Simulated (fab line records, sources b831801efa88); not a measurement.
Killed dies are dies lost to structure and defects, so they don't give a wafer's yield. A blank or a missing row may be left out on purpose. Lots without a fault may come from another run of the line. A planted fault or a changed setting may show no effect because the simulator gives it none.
Which tool did it? | flow gf180mcu | 14 lots, 42 wafers sampled, at 5 steps of a route of 602

WHAT THE GAUGES READ, wafer by wafer
GF_STI_CD_MEAS_12: target cd 220 nm. Usual: cd_nm 220.0 nm, standard deviation 1.2.
lot  | measured    | on        | cd_nm (nm)        | flag
L171 | day 2 01:49 | cd_sem-01 | 217.9 218.1 218.2 |
L175 | day 2 22:49 | cd_sem-02 | 218.6 219.2 220.2 |
L176 | day 3 02:50 | cd_sem-02 | 219.6 219.9 219.9 |
L178 | day 3 12:59 | cd_sem-01 | 221.0 220.7 220.0 |
L181 | day 4 05:27 | cd_sem-01 | 219.7 219.4 220.4 |
L183 | day 4 15:04 | cd_sem-02 | 219.0 218.6 220.1 |
L184 | day 4 20:08 | cd_sem-01 | 222.1 220.6 221.3 |
L185 | day 5 00:58 | cd_sem-02 | 221.1 222.0 221.2 |
L187 | day 5 13:08 | cd_sem-02 | 218.1 217.6 217.9 |
L190 | day 6 04:32 | cd_sem-02 | 219.5 218.1 218.8 |
L191 | day 6 09:17 | cd_sem-01 | 219.9 219.7 220.5 |
L192 | day 6 14:33 | cd_sem-02 | 220.8 220.7 220.8 |
L193 | day 6 19:21 | cd_sem-01 | 221.4 219.3 220.7 |
L194 | day 6 23:40 | cd_sem-01 | 220.7 219.9 221.3 |

GF_VT_IMPLANT_TW_MEAS_43. Usual: VT_IMPLANT_4_TW 684, standard deviation 7.2.
lot  | measured     | on            | VT_IMPLANT_4_TW | flag
L171 | day 7 14:14  | film_metro-01 | 685 688 688     |
L175 | day 8 16:13  | film_metro-02 | 692 695 697     |
L176 | day 8 23:00  | film_metro-01 | 682 681 681     |
L178 | day 9 11:53  | film_metro-02 | 695 697 693     |
L181 | day 10 08:47 | film_metro-03 | 682 678 680     |
L183 | day 10 19:47 | film_metro-03 | 681 678 678     |
L184 | day 11 03:14 | film_metro-01 | 682 680 681     |
L185 | day 11 11:20 | film_metro-01 | 682 684 682     |
L187 | day 12 03:33 | film_metro-02 | 698 695 695     |
L190 | day 12 22:18 | film_metro-03 | 684 682 680     |
L191 | day 13 03:18 | film_metro-03 | 674 677 677     |
L192 | day 13 11:07 | film_metro-01 | 682 684 681     |
L193 | day 13 16:53 | film_metro-02 | 697 696 697     |
L194 | day 14 00:14 | film_metro-03 | 676 677 675     |

GF_HV_LDD_CD_MEAS_07: target cd 400 nm. Usual: cd_nm 400 nm, standard deviation 3.3.
lot  | measured     | on        | cd_nm (nm)  | flag
L171 | day 9 23:50  | cd_sem-02 | 404 401 404 |
L175 | day 11 06:23 | cd_sem-01 | 403 402 401 |
L176 | day 11 13:40 | cd_sem-01 | 401 398 399 |
L178 | day 12 03:02 | cd_sem-02 | 406 404 405 |
L181 | day 13 02:39 | cd_sem-01 | 422 421 418 | OFF
L183 | day 13 14:47 | cd_sem-02 | 398 402 404 |
L184 | day 13 21:28 | cd_sem-01 | 415 414 413 | OFF
L185 | day 14 07:07 | cd_sem-01 | 405 406 406 |
L187 | day 14 23:25 | cd_sem-01 | 397 395 395 |
L190 | day 15 19:31 | cd_sem-02 | 397 394 396 |
L191 | day 16 01:46 | cd_sem-01 | 402 401 401 |
L192 | day 16 11:30 | cd_sem-02 | 402 399 400 |
L193 | day 16 16:26 | cd_sem-02 | 395 400 402 |
L194 | day 17 01:18 | cd_sem-02 | 400 399 399 |

GF_SALICIDE_THK_MEAS_05: measures by xrf. Usual: SALICIDE_TIN_THK 20.07 nm, standard deviation 0.23.
lot  | measured     | on            | SALICIDE_TIN_THK (nm) | flag
L171 | day 15 01:17 | film_metro-02 | 19.98 19.82 19.83     |
L175 | day 16 16:27 | film_metro-02 | 20.22 20.19 20.00     |
L176 | day 16 23:14 | film_metro-04 | 20.27 20.20 20.24     |
L178 | day 17 15:16 | film_metro-04 | 20.15 20.20 20.23     |
L181 | day 18 21:20 | film_metro-04 | 20.57 20.48 20.37     |
L183 | day 19 12:00 | film_metro-02 | 19.62 19.72 19.49     |
L184 | day 19 18:50 | film_metro-04 | 19.43 19.49 19.43     |
L185 | day 20 06:07 | film_metro-02 | 20.02 20.14 20.06     |
L187 | day 21 00:17 | film_metro-04 | 20.23 20.28 20.08     |
L190 | day 21 22:53 | film_metro-02 | 19.86 19.98 19.89     |
L191 | day 22 06:13 | film_metro-02 | 20.36 20.12 20.25     |
L192 | day 22 16:14 | film_metro-03 | 19.92 19.91 20.02     |
L193 | day 22 21:14 | film_metro-02 | 19.92 20.03 19.71     |
L194 | day 23 06:52 | film_metro-02 | 19.98 19.95 20.10     |

WHICH TOOL RAN EACH LOT (tool, then ch and the chambers of the sampled wafers, then the start)
lot  | GF_HV_LDD_DEVELOP_06
L171 | litho_track-04 ch 0, day 9 23:41
L175 | litho_track-03 ch 0, day 11 06:15
L176 | litho_track-04 ch 0, day 11 13:31
L178 | litho_track-03 ch 0, day 12 02:50
L181 | litho_track-03 ch 0, day 13 02:30
L183 | litho_track-04 ch 0, day 13 14:38
L184 | litho_track-03 ch 0, day 13 21:20
L185 | litho_track-04 ch 0, day 14 06:58
L187 | litho_track-04 ch 0, day 14 23:16
L190 | litho_track-04 ch 0, day 15 19:22
L191 | litho_track-04 ch 0, day 16 01:37
L192 | litho_track-03 ch 0, day 16 11:21
L193 | litho_track-03 ch 0, day 16 16:18
L194 | litho_track-03 ch 0, day 17 01:09
- GF_HV_LDD_DEVELOP_06: develop time 60 s.

WHAT THE TOOLS THEMSELVES READ (means of the sampled wafers that have a number; where no wafer has one, the mark that the record gives instead)
GF_HV_LDD_DEVELOP_06. Usual: exhaust_pa 45.1 Pa, standard deviation 0.87.
lot  | tool           | exhaust_pa (Pa) | flag
L171 | litho_track-04 | 45.2            |
L175 | litho_track-03 | 44.5            |
L176 | litho_track-04 | 45.2            |
L178 | litho_track-03 | 44.5            |
L181 | litho_track-03 | 44.7            |
L183 | litho_track-04 | 45.4            |
L184 | litho_track-03 | 44.6            |
L185 | litho_track-04 | 45.2            |
L187 | litho_track-04 | 45.6            |
L190 | litho_track-04 | 45.2            |
L191 | litho_track-04 | 46.7            |
L192 | litho_track-03 | 45.2            |
L193 | litho_track-03 | 45.2            |
L194 | litho_track-03 | 44.6            |

THE ANSWER, worked out from the rows above alone
Rule: a lot is off if the mean of its wafers that have a number lies more than 3 standard deviations from the usual mean. A lot without any number at a reading at which 4 lots or more have one is off too. The other lots that the step has rows for count as sound. The gauges are gone through in route order, then the tools' own readings, and for those a lot's mean is taken as printed above. The first step at which some lot is off is used, and at that step the reading that is off furthest; a lot without a number counts as furthest.
Off: L181, L184, at GF_HV_LDD_CD_MEAS_07 (cd_nm).
A tool fits if, at a process step before that reading, it ran every lot that is off, and no sound lot after the first of them. The gauges at GF_HV_LDD_CD_MEAS_07 are tried like those tools. None of those tried fits.

WHAT THE SIMULATOR HAD PUT IN
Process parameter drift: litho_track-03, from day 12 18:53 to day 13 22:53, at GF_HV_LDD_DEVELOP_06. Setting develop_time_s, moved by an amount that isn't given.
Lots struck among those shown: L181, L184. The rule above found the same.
